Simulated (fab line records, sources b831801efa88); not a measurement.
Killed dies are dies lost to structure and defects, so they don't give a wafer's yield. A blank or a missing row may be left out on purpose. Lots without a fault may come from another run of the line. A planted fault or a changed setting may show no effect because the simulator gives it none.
Which tool did it? | flow sky130 | 14 lots, 42 wafers sampled, at 2 steps of a route of 708

WHAT THE GAUGES READ, wafer by wafer
SKY_GATE_OXIDE_OVL_MEAS_10.
lot  | measured     | on         | GATE_OXIDE_OVL (nm)
L605 | day 13 23:19 | overlay-02 | -0.6 0.2 0.1
L607 | day 14 08:37 | overlay-01 | -0.3 -1.2 -0.6
L611 | day 15 18:23 | overlay-02 | 0.4 0.1 -0.1
L613 | day 16 17:53 | overlay-02 | -0.8 -0.2 -0.3
L614 | day 17 08:00 | overlay-01 | -0.2 -0.9 0.1
L615 | day 18 03:35 | overlay-01 | -0.4 0.1 -0.7
L619 | day 18 23:47 | overlay-01 | 1.3 1.6 2.5
L620 | day 19 18:26 | overlay-02 | -0.2 -1.6 -1.0
L622 | day 20 07:26 | overlay-01 | -1.6 -1.4 0.6
L621 | day 20 07:44 | overlay-02 | -0.4 0.7 0.5
L625 | day 20 22:47 | overlay-01 | 0.6 0.1 -0.8
L623 | day 20 23:08 | overlay-02 | 0.6 0.1 0.7
L624 | day 20 23:26 | overlay-02 | -0.2 -0.1 1.7
L627 | day 21 21:14 | overlay-02 | -0.7 -1.1 -1.6

SKY_POLY_GATE_CD_MEAS_13: target cd 150 nm.
lot  | measured     | on        | cd_nm (nm)
L605 | day 16 12:28 | cd_sem-01 | 152.0 152.0 149.6
L607 | day 16 23:12 | cd_sem-01 | 150.3 151.3 150.2
L611 | day 18 07:17 | cd_sem-02 | 148.4 147.7 148.7
L613 | day 19 20:05 | cd_sem-02 | 150.6 152.4 151.8
L614 | day 20 05:35 | cd_sem-02 | 150.0 148.5 150.3
L615 | day 21 00:24 | cd_sem-01 | 148.6 151.5 150.0
L619 | day 21 23:11 | cd_sem-02 | 150.7 151.0 149.1
L620 | day 22 12:26 | cd_sem-01 | 152.3 150.6 151.4
L622 | day 23 05:20 | cd_sem-01 | 148.6 148.6 149.4
L621 | day 23 05:50 | cd_sem-02 | 150.5 149.6 148.8
L625 | day 23 18:29 | cd_sem-01 | 151.4 152.0 152.7
L623 | day 23 17:59 | cd_sem-01 | 149.5 148.9 148.7
L624 | day 23 17:26 | cd_sem-01 | 149.2 150.4 148.5
L627 | day 24 15:06 | cd_sem-01 | 153.3 152.7 152.5

WHICH TOOL RAN EACH LOT (tool, then ch and the chambers of the sampled wafers, then the start)
The record holds no process step before these readings.

WHAT THE TOOLS THEMSELVES READ (means of the sampled wafers that have a number; where no wafer has one, the mark that the record gives instead)
The record holds no such reading with a usual standard deviation.

THE ANSWER, worked out from the rows above alone
Rule: what is usual is taken from the lots themselves. Put in order of their means at a reading, lots are off if they are a third of the lots or fewer, leave a main group of 4 or more, and stand apart from it by a gap of 3 or more times the standard deviation of the main group's means; of several such gaps the widest counts. A main group whose means are all the same, to the digits that the tables above print for the reading, isn't used. A lot without any number at a reading at which 4 lots or more have one is off too. The other lots that the step has rows for count as sound. The gauges are gone through in route order, then the tools' own readings, and for those a lot's mean is taken as printed above. The first step at which some lot is off is used, and at that step the reading that is off furthest; a lot without a number counts as furthest.
No lot is off at any reading shown: from this, nothing can be told.

WHAT THE SIMULATOR HAD PUT IN
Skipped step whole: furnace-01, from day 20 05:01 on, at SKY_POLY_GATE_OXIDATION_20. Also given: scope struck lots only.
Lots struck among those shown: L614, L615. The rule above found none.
